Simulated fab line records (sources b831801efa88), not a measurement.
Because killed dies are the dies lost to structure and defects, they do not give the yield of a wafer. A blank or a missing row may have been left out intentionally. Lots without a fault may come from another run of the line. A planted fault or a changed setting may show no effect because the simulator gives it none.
A struck lot beside a sound one | flow sfqLine | 14 out of 325 route steps
Sound: wafers L639.1, L639.3, L639.5. Wafers L652.2, L652.5, L652.6 were the ones struck. The cause is given at the end.
Order at every step that has rows: each side's tool, ch and its chambers, its first start. Under that, the readings that differ: sound wafers | struck wafers | difference of the means | sigmas: that difference in standard deviations of wafers without a fault.
alike: words and numbers the same on both sides, and readings whose means are apart by under 2 such deviations; not compared: readings that were withheld, readings missing a value for some wafer, numbers with overlapping values and no deviation given by the record, and bounds like >300 which may hide the same value.
The two part at a step that has a row with sigmas, a row that says differs or no value, or rows on one side only. Numbers that don't overlap but have no deviation are shown without sigmas and don't part them. A reading missing from all wafers of one side parts the sides only when that side holds two or more wafers.

first, 6 steps without rows for these wafers: SFQ_TRILAYER_M6_LITHO_COAT_164 (resist thk 62 nm); SFQ_TRILAYER_M6_LITHO_COAT_159 (resist thk 600 nm); SFQ_TRILAYER_M6_LITHO_SOFTBAKE_163; SFQ_TRILAYER_M6_LITHO_EXPOSE_160 (exposes mask M6, target cd 500 nm); SFQ_TRILAYER_M6_LITHO_PEB_162 (peb time 60 s); SFQ_TRILAYER_M6_LITHO_DEVELOP_161 (time 60 s).
SFQ_M6_OVL_MEAS_940:
  struck on overlay-01, day 76 03:05; sound on overlay-01, day 69 22:04
  alike: M6_OVL
SFQ_TRILAYER_M6_BARC_OPEN_METAL_ETCH_206: etches BARC in O2, target depth 125 nm, time 41.7 s.
  sound on rieMetal-03 ch 0,1, day 69 22:05; struck on rieMetal-03 ch 0,1, day 76 03:07
  alike: drypumpMotorCurrentA, heBacksideLeakSccm, oesProductAu
  not compared: rfHoursCounterH
SFQ_TRILAYER_M6_ETCH_METAL_ETCH_162: etches Nb in Cl2/Ar, stops on SiO2, target depth 240 nm, time 120 s.
  sound on rieMetal-03 ch 0,1, day 69 22:09; struck on rieMetal-03 ch 0,1, day 76 03:11
  alike: drypumpMotorCurrentA, heBacksideLeakSccm, oesProductAu
  not compared: rfHoursCounterH
SFQ_TRILAYER_M6_STRIP_STRIP_163: strips in O2.
  sound on rieMetal-03 ch 0,1, day 69 22:17; struck on rieMetal-03 ch 0,1, day 76 03:18
  alike: drypumpMotorCurrentA, heBacksideLeakSccm, oesProductAu
  not compared: rfHoursCounterH
then, 1 step without rows for these wafers: SFQ_TRILAYER_M6_STRIP_SOLV_CLEAN_164 (cleans in NMP, time 600 s).
SFQ_TRILAYER_I6_DEP_PECVD_165: deposits SiO2 from SiH4/N2O, time 111.11 s, target thk 500 nm.
  sound on pecvd-04 ch 0,1,2, day 69 23:03; struck on pecvd-03 ch 0,2, day 76 04:05
reading                                            | sound             | struck            | difference | sigmas
rfFwdPowerW (W)                                    | 181.5 182.9 181.9 | 110.0 109.5 108.3 | -72.8      | -99 or more
showerheadVppV (V)                                 | 890 823 851       | 658 648 634       | -208       | -6
model.SiO2_of_TRILAYER_I6_DEP_PECVD_165.thkNm (nm) | 502.5 494 508.1   | 422.8 431.8 433.9 | -72.0      | 
  alike: heaterPowerW, susceptorTempC, throttleValvePct
SFQ_TRILAYER_I6_CMP_CMP_166: polishes SiO2.
  sound on cmp-02 ch 1,2,3, day 69 23:08; struck on cmp-01 ch 2,3, day 76 04:39
reading             | sound       | struck      | difference | sigmas
timeToEndpointS (s) | 228 201 222 | 155 159 163 | -58        | -6
  alike: motorCurrentA, slurryFilterDpKPa
SFQ_I6_BOW_MEAS_941:
  struck on filmMetro-01, day 76 07:10; sound on filmMetro-02, day 70 02:08
  alike: I6_BOW

WHERE THEY PART
First at SFQ_TRILAYER_I6_DEP_PECVD_165; last, within this record, at SFQ_TRILAYER_I6_CMP_CMP_166. Later steps at which nothing parts them and some readings are alike: SFQ_I6_BOW_MEAS_941.

WHY: what had been put in by the simulator
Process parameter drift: pecvd-03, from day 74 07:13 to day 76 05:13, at SFQ_TRILAYER_I6_DEP_PECVD_165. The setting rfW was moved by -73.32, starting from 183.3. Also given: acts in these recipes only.
